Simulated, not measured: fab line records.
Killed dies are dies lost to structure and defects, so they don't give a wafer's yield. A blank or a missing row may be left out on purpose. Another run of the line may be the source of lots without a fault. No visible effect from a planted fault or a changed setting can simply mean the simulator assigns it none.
A struck lot beside a sound one + flow sky130 + 15 out of 708 route steps
Sound: wafers L674.1, L674.4, L674.5. Struck: wafer L693.4. (L693.2, L693.6 of the same lot were not struck and are left out.) The cause comes at the end.
At each step with rows: each side's tool, then ch and its chambers, then its first start. Under that, the readings that differ: sound wafers + struck wafers + difference of the means + sigmas: that difference in standard deviations of wafers without a fault.
alike: readings whose means differ by less than 2 such deviations, and words and numbers that are the same on both sides. not compared: withheld readings, readings that some wafer has no value for, bounds like >300 that may hide the same value, and numbers for which the record gives no deviation and whose values overlap.
The two part at a step that has a row with sigmas, a row that says differs or no value, or rows on one side only. Non-overlapping numbers with no deviation appear without sigmas and do not part them. Lack of a reading on every wafer of one side parts them only where that side has two or more wafers.

first, 3 steps without rows for these wafers: SKY_VIA2_STRIP_17 (strips in post etch residue remover, time 1200 s); SKY_VIA2_CLEAN_18 (cleans in IPA, time 180 s); SKY_VIA2_CLEAN_19 (cleans in O3/DIW).
SKY_VIA2_SPUTTER_20: material TiN, target thk 20 nm, time 80 s.
  sound on pvd_sputter-04 at day 36 03:39; struck on pvd_sputter-02 at day 42 11:47
| reading                | sound                | struck | difference | sigmas |
|------------------------|----------------------|--------|------------|--------|
| cathode_dc_power_W (W) | 3999.0 4000.1 3999.2 | 4001.1 | +1.7       | +2     |
| throttle_valve_pct (%) | 31.5 32.5 33.1       | 29.3   | -3.1       | -2     |
then, 1 step without rows for these wafers: SKY_VIA2_CVD_21 (deposits W, target thk 420 nm, time 126.4 s).
SKY_VIA2_RS_MEAS_22: measures by four-point-probe.
  sound on film_metro-01 at day 36 03:50; struck on film_metro-04 at day 42 11:59
  alike: VIA2_W_RS
SKY_VIA2_THK_MEAS_23: measures by xrf.
  sound on film_metro-01 at day 36 03:58; struck on film_metro-04 at day 42 12:06
| reading         | sound       | struck | difference | sigmas |
|-----------------|-------------|--------|------------|--------|
| VIA2_W_THK (nm) | 395 394 401 | 417    | +20        | +2     |
SKY_VIA2_CMP_24: polishes, stops on SiO2, t overpolish 20 s, target thk 0 nm.
  sound on cmp-02 ch 0,3, day 36 04:01; struck on cmp-02 ch 3, day 42 12:09
  alike: head_pressure_psi, motor_current_A, overpolish_run_s, time_to_endpoint_s
SKY_METAL3_SPUTTER_00: material Ti, target thk 15 nm, time 10 s.
  sound on pvd_sputter-03 at day 36 04:19; struck on pvd_sputter-02 at day 42 12:27
  alike: cathode_dc_power_W, throttle_valve_pct
then, 1 step without rows for these wafers: SKY_METAL3_SPUTTER_01 (material TiN, target thk 20 nm, time 16.7 s).
SKY_METAL3_SPUTTER_02: material AlCu, target thk 735 nm, time 39.1 s.
  sound on pvd_sputter-03 at day 36 04:22; struck on pvd_sputter-02 at day 42 12:30
  alike: cathode_dc_power_W, throttle_valve_pct
SKY_METAL3_SPUTTER_03: material Ti, target thk 5 nm, time 3.3 s.
  sound on pvd_sputter-03 at day 36 04:25; struck on pvd_sputter-02 at day 42 12:32
  alike: cathode_dc_power_W, throttle_valve_pct
SKY_METAL3_SPUTTER_04: material TiN, target thk 70 nm, time 58.3 s.
  sound on pvd_sputter-03 at day 36 04:26; struck on pvd_sputter-02 at day 42 12:33
| reading                                    | sound                | struck | difference | sigmas      |
|--------------------------------------------|----------------------|--------|------------|-------------|
| cathode_dc_power_W (W)                     | 6501.3 6500.1 6501.4 | 7304.8 | +803.9     | +99 or more |
| model.TiN_of_METAL3_SPUTTER_04.thk_nm (nm) | 70.92 71.36 71.53    | 79.34  | +8.07      |             |
  alike: throttle_valve_pct
then, 1 step without rows for these wafers: SKY_CAPM_CVD_00 (deposits SiO2, target thk 15.5 nm).
SKY_PAD_OPEN_PROBE_99:
  the record holds rows for the sound wafers here (prober-01, day 45 15:27) but none for the struck ones

== WHERE THEY PART ==
First at SKY_VIA2_SPUTTER_20; last, within this record, at SKY_PAD_OPEN_PROBE_99.

WHY: what the simulator had put in
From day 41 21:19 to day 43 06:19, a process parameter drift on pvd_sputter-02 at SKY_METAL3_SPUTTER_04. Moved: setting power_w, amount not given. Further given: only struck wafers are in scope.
